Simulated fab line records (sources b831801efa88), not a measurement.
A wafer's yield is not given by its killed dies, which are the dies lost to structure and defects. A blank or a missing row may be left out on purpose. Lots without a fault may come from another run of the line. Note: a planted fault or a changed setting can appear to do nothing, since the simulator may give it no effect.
What tool caused it? ; flow gf180mcu ; 13 lots with 39 wafers sampled at 2 steps, on a route of 602 steps

WHAT THE GAUGES READ, wafer by wafer
GF_HV_LDD_THK_MEAS_55. Usual: for HV_LDD_CVD_54_THK the level is 10.08 nm and the standard deviation is 0.15.
lot;measured;on;HV_LDD_CVD_54_THK (nm);flag
L882;day 12 19:11;film metro-04;10.06 10.15 10.01;
L883;day 12 21:12;film metro-03;10.09 10.05 10.15;
L886;day 14 05:17;film metro-04;9.97 9.98 10.03;
L887;day 14 09:37;film metro-02;10.10 10.12 9.89;
L889;day 15 08:43;film metro-04;10.03 10.02 10.18;
L890;day 15 16:02;film metro-02;10.00 10.12 10.09;
L891;day 15 20:46;film metro-02;10.01 10.01 9.99;
L892;day 16 04:46;film metro-03;10.06 10.08 10.08;
L893;day 16 14:02;film metro-04;9.96 9.95 10.05;
L894;day 16 19:40;film metro-04;10.18 10.24 10.19;
L895;day 16 21:56;film metro-02;10.04 10.02 9.94;
L902;day 18 23:17;film metro-03;9.76 9.84 9.74;
L903;day 19 09:11;film metro-03;10.11 10.24 10.23;

WHICH TOOL RAN EACH LOT (tool, then ch and the chambers of the sampled wafers, then the start)
lot;GF_VT_IMPLANT_STRIP_20
L882;plasma asher-04 ch 0,1, day 6 13:34
L883;plasma asher-03 ch 0,1, day 6 16:35
L886;plasma asher-04 ch 0,1, day 7 15:21
L887;plasma asher-02 ch 0,1, day 7 18:48
L889;plasma asher-04 ch 0,1, day 8 08:29
L890;plasma asher-04 ch 0,1, day 8 17:36
L891;plasma asher-04 ch 0,1, day 8 21:03
L892;plasma asher-02 ch 0,1, day 9 02:23
L893;plasma asher-02 ch 0,1, day 9 06:44
L894;plasma asher-02 ch 0,1, day 9 13:05
L895;plasma asher-03 ch 0,1, day 9 19:47
L902;plasma asher-04 ch 0,1, day 11 11:20
L903;plasma asher-04 ch 1, day 11 19:38
- GF_VT_IMPLANT_STRIP_20: strips in O2/N2.

AS READ BY THE TOOLS THEMSELVES (means over the sampled wafers that have a number; for cases with no such wafer, the mark the record gives instead)
GF_VT_IMPLANT_STRIP_20. Usual: drypump motor current A 5.8 A, standard deviation 0.38; heater power w 323 W, standard deviation 41; n2 flow sccm 300.1 sccm, standard deviation 0.81; oes product au 0.716 a.u., standard deviation 0.0043; strip time to endpoint s 12.63 s, standard deviation 0.039.
lot;tool;drypump motor current A (A);heater power w (W);n2 flow sccm (sccm);oes product au (a.u.);strip time to endpoint s (s);flag
L882;plasma asher-04;5.8;325;300.0;0.717;12.64;
L883;plasma asher-03;6.0;250;300.4;0.719;12.64;
L886;plasma asher-04;5.8;323;299.7;0.708;12.61;
L887;plasma asher-02;5.7;347;301.2;0.713;12.56;
L889;plasma asher-04;5.8;328;300.7;0.718;12.61;
L890;plasma asher-04;5.8;331;300.2;0.721;12.63;
L891;plasma asher-04;5.6;344;300.1;0.713;12.67;
L892;plasma asher-02;5.9;359;300.3;0.716;12.55;
L893;plasma asher-02;5.8;353;299.5;0.714;12.61;
L894;plasma asher-02;5.8;356;300.4;0.717;12.68;
L895;plasma asher-03;5.6;265;300.6;0.714;12.64;
L902;plasma asher-04;5.8;332;300.4;0.680;13.60;OFF
L903;plasma asher-04;5.4;351;299.7;0.675;13.51;OFF

THE ANSWER, worked out from the rows above alone
Rule: a lot counts as off when the mean over its wafers that have a number is more than 3 standard deviations away from the usual mean. Also off: a lot with no number at a reading for which 4 or more lots have one. Where the step has rows for the other lots, those lots are counted as sound. Order of review: gauges by route order, followed by the tools' own readings, for which a lot's mean as printed above is used. The first step at which some lot is off is used, and at that step the reading that is off furthest; a lot without a number counts as furthest.
Off: L902, L903, at GF_VT_IMPLANT_STRIP_20 (strip time to endpoint s).
A tool fits if, at that step or a process step before it, it ran every lot that is off, and no sound lot after the first of them. One fits: GF_VT_IMPLANT_STRIP_20 on plasma asher-04. Its last sound lot is L891 (day 8 21:03), its first lot that is off L902 (day 11 11:20): a fault that began between those two fits.
The tool's own readings at GF_VT_IMPLANT_STRIP_20 bear it out: on the lots that are off they differ by more than 5 times the standard deviation of the sound lots' means. oes product au reads 0.677 a.u. there against 0.715 a.u. on the sound lots; strip time to endpoint s reads 13.55 s there against 12.62 s on the sound lots.

WHAT HAD BEEN PUT IN BY THE SIMULATOR
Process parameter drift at GF_VT_IMPLANT_STRIP_20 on plasma asher-04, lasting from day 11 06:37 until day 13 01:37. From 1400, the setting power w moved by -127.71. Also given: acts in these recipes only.
Struck lots among those shown: L902, L903. The same result came from the rule above.
